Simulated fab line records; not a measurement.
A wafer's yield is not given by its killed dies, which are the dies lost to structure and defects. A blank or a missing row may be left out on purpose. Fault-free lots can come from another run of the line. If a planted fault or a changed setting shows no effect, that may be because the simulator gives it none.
A lot that was struck, set against a sound lot || flow sfq_line || 41 steps out of a route of 325
Sound: wafers L896.2, L896.5, L896.6. Struck: wafer L905.5. (L905.1, L905.4 of the same lot were not struck and are left out.) The cause comes at the end.
At each step with rows: each side's tool, then ch and its chambers, then its first start. Under that, the readings that differ: sound wafers || struck wafers || difference of the means || sigmas: that difference in standard deviations of wafers without a fault.
alike: words and numbers the same on both sides, and readings whose means are apart by under 2 such deviations; not compared: readings that were withheld, readings missing a value for some wafer, numbers with overlapping values and no deviation given by the record, and bounds like >300 which may hide the same value.
Wherever a step has rows on one side only, a row that says differs or no value, or a row with sigmas, the two part there. Numbers that don't overlap but have no deviation are shown without sigmas and don't part them. A reading missing from all wafers of one side parts the sides only when that side holds two or more wafers.

first, 6 steps without rows for these wafers: SFQ_TRILAYER_I1_VIA_LITHO_COAT_054 (resist thk 62 nm); SFQ_TRILAYER_I1_VIA_LITHO_COAT_049 (resist thk 650 nm); SFQ_TRILAYER_I1_VIA_LITHO_SOFTBAKE_053; SFQ_TRILAYER_I1_VIA_LITHO_EXPOSE_050 (exposes mask I1, target cd 500 nm); SFQ_TRILAYER_I1_VIA_LITHO_PEB_052 (peb time 60 s); SFQ_TRILAYER_I1_VIA_LITHO_DEVELOP_051 (time 60 s).
SFQ_I1_OVL_MEAS_913:
  sound: overlay-02 at day 18 00:51; struck: overlay-02 at day 21 09:14
  alike: I1_OVL
then, 1 step without rows for these wafers: SFQ_TRILAYER_I1_VIA_BARC_OPEN_VIA_ETCH_071 (etches BARC in O2, target depth 125 nm, time 41.7 s).
SFQ_TRILAYER_I1_VIA_ETCH_VIA_ETCH_052: etches SiO2 in CHF3, stops on Nb, target depth 260 nm.
  sound on rie_diel-01 ch 0,1,3, day 18 00:55; struck on rie_diel-04 ch 0, day 21 09:19
{"reading": "drypump_motor_current_A (A)", "sound": "5.1 5.9 5.5", "struck": 6.6, "difference": "+1.1", "sigmas": "+2"}
  alike: oes_product_au
SFQ_TRILAYER_I1_VIA_STRIP_STRIP_053: strips in O2.
  sound on rie_metal-01 ch 0,1, day 18 01:02; struck on rie_metal-03 ch 0, day 21 09:26
  alike: drypump_motor_current_A, oes_product_au
  not compared: rf_hours_counter_h
then, 2 steps without rows for these wafers: SFQ_TRILAYER_I1_VIA_STRIP_SOLV_CLEAN_054 (cleans in NMP, time 600 s); SFQ_TRILAYER_M2_DEP_PRE_CLEAN_056 (time 22.5 s).
SFQ_TRILAYER_M2_DEP_SPUTTER_055: material Nb, target thk 200 nm, time 133.3 s.
  sound: pvd_sputter-05 at day 18 01:50; struck: pvd_sputter-03 at day 21 10:15
{"reading": "model.Nb_of_TRILAYER_M2_DEP_SPUTTER_055.thk_nm (nm)", "sound": "199.2 199.1 198.6", "struck": 276.2, "difference": "+77.2", "sigmas": ""}
  alike: chamber_pressure_pa, resputter_cathode_voltage_v, throttle_valve_pct
SFQ_M2_RS_MEAS_914: measures by four-point-probe.
  sound: film_metro-01 at day 18 01:57; struck: film_metro-01 at day 21 10:37
{"reading": "M2_NB_RS (ohm/sq)", "sound": "0.893 0.894 0.898", "struck": 0.642, "difference": -0.253, "sigmas": -36}
  not compared: hold
then, 5 steps without rows for these wafers: SFQ_TRILAYER_M2_LITHO_COAT_057 (resist thk 600 nm); SFQ_TRILAYER_M2_LITHO_SOFTBAKE_061; SFQ_TRILAYER_M2_LITHO_EXPOSE_058 (exposes mask M2, target cd 500 nm); SFQ_TRILAYER_M2_LITHO_PEB_060 (peb time 60 s); SFQ_TRILAYER_M2_LITHO_DEVELOP_059 (time 60 s).
-- the record jumps here: 4 days lie between the struck wafers' starts before and after --
SFQ_M2_OVL_MEAS_916:
  sound: overlay-01 at day 23 11:17; struck: overlay-02 at day 25 02:53
{"reading": "M2_OVL (nm)", "sound": "-5 -4 3", "struck": -15, "difference": -13, "sigmas": -2}
then, 1 step without rows for these wafers: SFQ_TRILAYER_M2_BARC_OPEN_METAL_ETCH_077 (etches BARC in O2, target depth 125 nm, time 41.7 s).
SFQ_TRILAYER_M2_ETCH_METAL_ETCH_060: etches Nb in Cl2/Ar, stops on SiO2, target depth 240 nm, time 120 s.
  sound on rie_metal-04 ch 0,1, day 23 11:23; struck on rie_metal-01 ch 0, day 25 02:59
{"reading": "oes_product_au (a.u.)", "sound": "0.893 0.888 0.892", "struck": 0.999, "difference": "+0.108", "sigmas": "+20"}
  alike: drypump_motor_current_A
  not compared: rf_hours_counter_h
SFQ_TRILAYER_M2_STRIP_STRIP_061: strips in O2.
  sound on rie_metal-04 ch 0,1, day 23 11:30; struck on rie_metal-01 ch 0, day 25 03:06
  alike: drypump_motor_current_A, oes_product_au
  not compared: rf_hours_counter_h
then, 3 steps without rows for these wafers: SFQ_TRILAYER_M2_STRIP_SOLV_CLEAN_062 (cleans in NMP, time 600 s); SFQ_TRILAYER_I2_DEP_PECVD_063 (deposits SiO2 from SiH4/N2O, time 111.11 s, target thk 500 nm); SFQ_TRILAYER_I2_CMP_CMP_064 (polishes SiO2).
SFQ_I2_BOW_MEAS_917:
  sound: film_metro-02 at day 24 03:10; struck: film_metro-04 at day 26 12:25
  alike: I2_BOW
then, 7 steps without rows for these wafers: SFQ_TRILAYER_I2_METRO_MEASURE_065; SFQ_TRILAYER_I2_VIA_LITHO_COAT_072 (resist thk 62 nm); SFQ_TRILAYER_I2_VIA_LITHO_COAT_067 (resist thk 650 nm); SFQ_TRILAYER_I2_VIA_LITHO_SOFTBAKE_071; SFQ_TRILAYER_I2_VIA_LITHO_EXPOSE_068 (exposes mask I2, target cd 500 nm); SFQ_TRILAYER_I2_VIA_LITHO_PEB_070 (peb time 60 s); SFQ_TRILAYER_I2_VIA_LITHO_DEVELOP_069 (time 60 s).
-- the record jumps here: 6 days lie between the struck wafers' starts before and after --
SFQ_I2_OVL_MEAS_918:
  sound: overlay-01 at day 24 12:38; struck: overlay-01 at day 32 04:56
{"reading": "I2_OVL (nm)", "sound": "8 8 13", "struck": -5, "difference": -15, "sigmas": -2}
SFQ_TRILAYER_I2_VIA_BARC_OPEN_VIA_ETCH_096: etches BARC in O2, target depth 125 nm, time 41.7 s.
  sound on rie_diel-01 ch 0,1, day 24 12:40; struck on rie_diel-01 ch 0, day 32 04:58
  alike: drypump_motor_current_A, oes_product_au
  not compared: rf_hours_counter_h
SFQ_TRILAYER_I2_VIA_ETCH_VIA_ETCH_070: etches SiO2 in CHF3, stops on Nb, target depth 260 nm.
  sound on rie_diel-01 ch 0,1, day 24 12:43; struck on rie_diel-01 ch 0, day 32 05:01
  alike: drypump_motor_current_A, oes_product_au
then, 3 steps without rows for these wafers: SFQ_TRILAYER_I2_VIA_STRIP_STRIP_071 (strips in O2); SFQ_TRILAYER_I2_VIA_STRIP_SOLV_CLEAN_072 (cleans in NMP, time 600 s); SFQ_TRILAYER_M3_DEP_PRE_CLEAN_074 (time 22.5 s).
-- the record jumps here: 54 days lie between the struck wafers' starts before and after --
SFQ_M8_BOW_MEAS_951:
  sound: film_metro-04 at day 83 07:53; struck: film_metro-04 at day 85 22:43
{"reading": "model.etest.m2.comb_log10_ohm", "sound": "12 12 12", "struck": 0, "difference": -12, "sigmas": ""}
{"reading": "model.etest.m2.ohm_sq", "sound": "0.893 0.8937 0.8959", "struck": 0.6442, "difference": -0.2500, "sigmas": ""}
  alike: M8_BOW

== WHERE THEY PART ==
Last at SFQ_I2_OVL_MEAS_918 as far as this record goes, first at SFQ_TRILAYER_I1_VIA_ETCH_VIA_ETCH_052. Later steps at which nothing parts them and some readings are alike: SFQ_TRILAYER_I2_VIA_BARC_OPEN_VIA_ETCH_096, SFQ_TRILAYER_I2_VIA_ETCH_VIA_ETCH_070, SFQ_M8_BOW_MEAS_951.

WHY: whatever the simulator had introduced
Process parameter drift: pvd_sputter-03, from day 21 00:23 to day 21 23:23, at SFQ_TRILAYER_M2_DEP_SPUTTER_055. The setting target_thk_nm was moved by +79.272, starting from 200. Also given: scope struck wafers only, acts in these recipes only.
